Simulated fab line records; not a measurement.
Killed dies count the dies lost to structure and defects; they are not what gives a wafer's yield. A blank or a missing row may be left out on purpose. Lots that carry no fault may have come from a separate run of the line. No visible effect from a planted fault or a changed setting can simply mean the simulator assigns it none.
Problem report in the 8D (eight disciplines) form, filled by code -- flow sfq-line -- the parts of the form that need people (team, actions taken, sign-off) are left out

== 1. PROBLEM STATEMENT ==
Wafers free of any fault read 7.03 ohm/sq (standard deviation 0.072) for R5_MONX_RS at SFQ_R5_RS_MEAS_933, against a mean of 15.54 ohm/sq on 4 wafers of 2 lots. So: +99 or more standard deviations from the usual mean.
The step: measures by four-point-probe.
First seen on wafer L260.1, day 61 03:33, on film-metro-03. The record holds 42 wafers of 14 lots with a number at this step. The rule behind "out" and "out of limits": a value lying over 4 standard deviations away from the usual mean. Any other wafer with a number is counted as sound.

== 2. WHAT IT IS, AND WHAT IT ISN'T ==
question,is,is not
which readings at this step,R5_MONX_RS,-
which lots,"L260, L261","L248, L250, L251, L252, L253, L258, L259, L265, L266, L267, L268, L269"
which wafers of those lots,"L260.1, L260.4, L261.1, L261.4","L260.2, L261.3"
read on which gauges,"film-metro-03, film-metro-04",film-metro-01
when,from day 61 03:33,"up to then (22 sound wafers); but 16 sound wafers of L261, L265, L266, L267, L268, L269 came after"

== 3. SUSPECTS, AND WHAT RULES EACH OUT ==
Counting: any tool at a process step up to the reading remains a suspect provided it ran every lot that is out. Sound lots after the first of them don't rule it out here, since some wafers of a struck lot are sound.
- the gauge at SFQ_R5_RS_MEAS_933 has been ruled out. Those wafers that are out were read across 2 gauges (film-metro-03, film-metro-04).
- pvd-sputter-03 at SFQ_TRILAYER_R5_DEP_SPUTTER_133 (material MoNx, target thk 40 nm, time 66.7 s): kept. It processed each lot that is out (first: L260, day 61 03:29); up to then, its last sound lot is L258 (day 60 16:46).
After counting, what remains is pvd-sputter-03 at SFQ_TRILAYER_R5_DEP_SPUTTER_133.

== 4. THE CAUSE (what the simulator had put in) ==
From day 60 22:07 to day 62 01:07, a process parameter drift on pvd-sputter-03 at SFQ_TRILAYER_R5_DEP_SPUTTER_133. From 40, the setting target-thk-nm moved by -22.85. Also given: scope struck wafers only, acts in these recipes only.
This tool alone remained once counting was done.

== 5. THE EFFECT CHAIN, in route order ==
One row per reading whose mean, taken over the struck wafers that have a number, lies over 3 standard deviations from the usual. Scope: only readings with a usual standard deviation given in the record; hours: median across lots of the time from each lot's start at the first step in this table that gives one to its start at this step; sigmas: change in usual standard deviations.
hours,step,reading,usual,on struck wafers,change,sigmas
0,SFQ_R5_RS_MEAS_933,R5_MONX_RS,7.03 ohm/sq,15.54,+8.51,+99 or more
0,SFQ_R5_THK_MEAS_934,R5_MONX_THK,39.8 nm,16.6,-23.2,-47

== 6. WHAT WOULD HAVE CAUGHT IT SOONER ==
The first out-of-limits reading at a measuring or inspecting step in this record came at day 61 03:33, 5 hours after the fault's start at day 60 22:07.
Tool readings at SFQ_TRILAYER_R5_DEP_SPUTTER_133 with a usual standard deviation given in the record: none out on any struck wafer, hence no alarm at a limit of 4 standard deviations on them.
Of the lots that are out (2), L261 began SFQ_TRILAYER_R5_DEP_SPUTTER_133 on pvd-sputter-03 after day 61 03:33. A hold on the tool at that time would have spared it.
